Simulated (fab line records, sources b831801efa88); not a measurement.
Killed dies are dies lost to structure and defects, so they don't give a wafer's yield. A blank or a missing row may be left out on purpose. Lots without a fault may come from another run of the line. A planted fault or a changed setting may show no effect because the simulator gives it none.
Problem report in the 8D (eight disciplines) form, filled by code | flow gf180mcu | the parts of the form that need people (team, actions taken, sign-off) are left out

1. THE PROBLEM
rf_fwd_power_W at GF_CONTACT_ETCH_17 reads a mean of 1257 W on 1 wafer of 1 lot; wafers without a fault read 1495 W with a standard deviation of 4.9. That is -49 standard deviations from the usual mean.
The step: etches SiO2 in C4F8/O2/Ar, stops on CoSi2, target depth 860 nm.
First seen on wafer L226.2, day 22 01:00, on rie_diel-02. The record holds 15 wafers of 5 lots with a number at this step. Rule for "out", or "out of limits": more than 4 standard deviations from the usual mean. The other wafers with a number count as sound.

2. WHAT IT IS AND WHAT IT IS NOT
question                    | is                | is not
which readings at this step | rf_fwd_power_W    | oes_product_au
which lots                  | L226              | L219, L221, L232, L233
which wafers of those lots  | L226.2            | L226.4, L226.6
read on which tools         | rie_diel-02       | rie_diel-01, rie_diel-04
when                        | from day 22 01:00 | up to then (8 sound wafers); but 6 sound wafers of L232, L233 came after

3. SUSPECTS, AND WHAT RULES EACH OUT
Counting: a tool at a process step up to the reading stays a suspect if it ran every lot that is out. Sound lots after the first of them don't rule it out here, since some wafers of a struck lot are sound.
- rie_diel-02 at GF_CONTACT_ETCH_16 (etches BARC in N2/H2): kept. It ran the lot that is out, L226 (day 22 01:26); its last sound lot up to then is L219 (day 19 12:16).
- rie_diel-02 at GF_CONTACT_ETCH_17 (etches SiO2 in C4F8/O2/Ar, stops on CoSi2, target depth 860 nm): kept. It ran the lot that is out, L226 (day 22 01:00); its last sound lot up to then is L219 (day 19 12:00). Its own readings are out on those wafers: rf_fwd_power_W.
- Within rie_diel-02 at GF_CONTACT_ETCH_16: the wafers that are out ran in chamber 3; their sound lot-mates ran in chambers 0, 1.
- Within rie_diel-02 at GF_CONTACT_ETCH_17: the wafers that are out ran in chamber 3; their sound lot-mates ran in chambers 0, 1.
Left after counting: rie_diel-02 at GF_CONTACT_ETCH_16, rie_diel-02 at GF_CONTACT_ETCH_17.

4. THE CAUSE (what the simulator had put in)
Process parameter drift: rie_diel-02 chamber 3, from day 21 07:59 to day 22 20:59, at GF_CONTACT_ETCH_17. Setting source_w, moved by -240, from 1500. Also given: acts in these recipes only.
Counting left 2 suspects, and this tool is among them.

5. THE CHAIN OF EFFECTS, in route order
Each row: a reading whose mean over the struck wafers that have a number lies more than 3 standard deviations from the usual. Only readings for which the record gives a usual standard deviation are gone through. hours: the time from each lot's start at the first step in this table that gives one to its start at this step, as a median over the lots. sigmas: the change in usual standard deviations.
hours | step               | reading        | usual  | on struck wafers | change | sigmas
0     | GF_CONTACT_ETCH_17 | rf_fwd_power_W | 1495 W | 1257             | -238   | -49
The process steps in it:
- GF_CONTACT_ETCH_17: etches SiO2 in C4F8/O2/Ar, stops on CoSi2, target depth 860 nm.

6. WHAT WOULD HAVE CAUGHT IT SOONER
In this record the first reading out of limits was taken at day 22 01:00, 17 hours after the fault began at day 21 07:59.
